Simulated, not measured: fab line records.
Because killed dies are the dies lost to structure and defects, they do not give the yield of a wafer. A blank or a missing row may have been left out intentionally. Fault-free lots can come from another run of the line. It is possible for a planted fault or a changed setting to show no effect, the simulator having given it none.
Matching of chambers    flow gf180mcu    pecvd-02 running GF_SAB_CVD_00: 3 sister chambers
The step deposits SiO2 from TEOS, target thk 50 nm, time 4.9302 s. 3 wafers are shown with their chamber, then 7 later ones without.

EACH WAFER AND ITS CHAMBER
wafer   chamber  heater power w (W)
L703.4  2        616
L710.2  1        525
L710.4  0        804

WAFERS WITHOUT THEIR CHAMBER
wafer   heater power w (W)
L710.6  662
L717.1  547
L717.3  737
L717.6  563
L719.1  573
L719.2  810
L719.5  510

WHICH CHAMBER EACH ONE RAN IN
wafer   from the rows above      in truth
L710.6  2                        2
L717.1  can't be placed: 1 or 2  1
L717.3  can't be placed: 0 or 2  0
L717.6  can't be placed: 1 or 2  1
L719.1  can't be placed: 2 or 1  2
L719.2  0                        0
L719.5  1                        1
Correct placement for 3 of the 7. Not placeable from these rows: 4 (in 4, the candidates include the true chamber). 0 placed wrongly.
How it was worked out, from the rows above alone: a wafer's distance from a chamber is the root of the sum, over the readings, of the square of ((its reading less the chamber's mean) divided by the reading's scatter). The wafer belongs to the nearest chamber; if the next one is less than 2 further off, it can't be placed. The mean given for a chamber averages the wafers shown for that chamber. The scatter: with one shown wafer a chamber, the root of the mean of the squares of how far each hidden wafer lies from its nearest shown one.
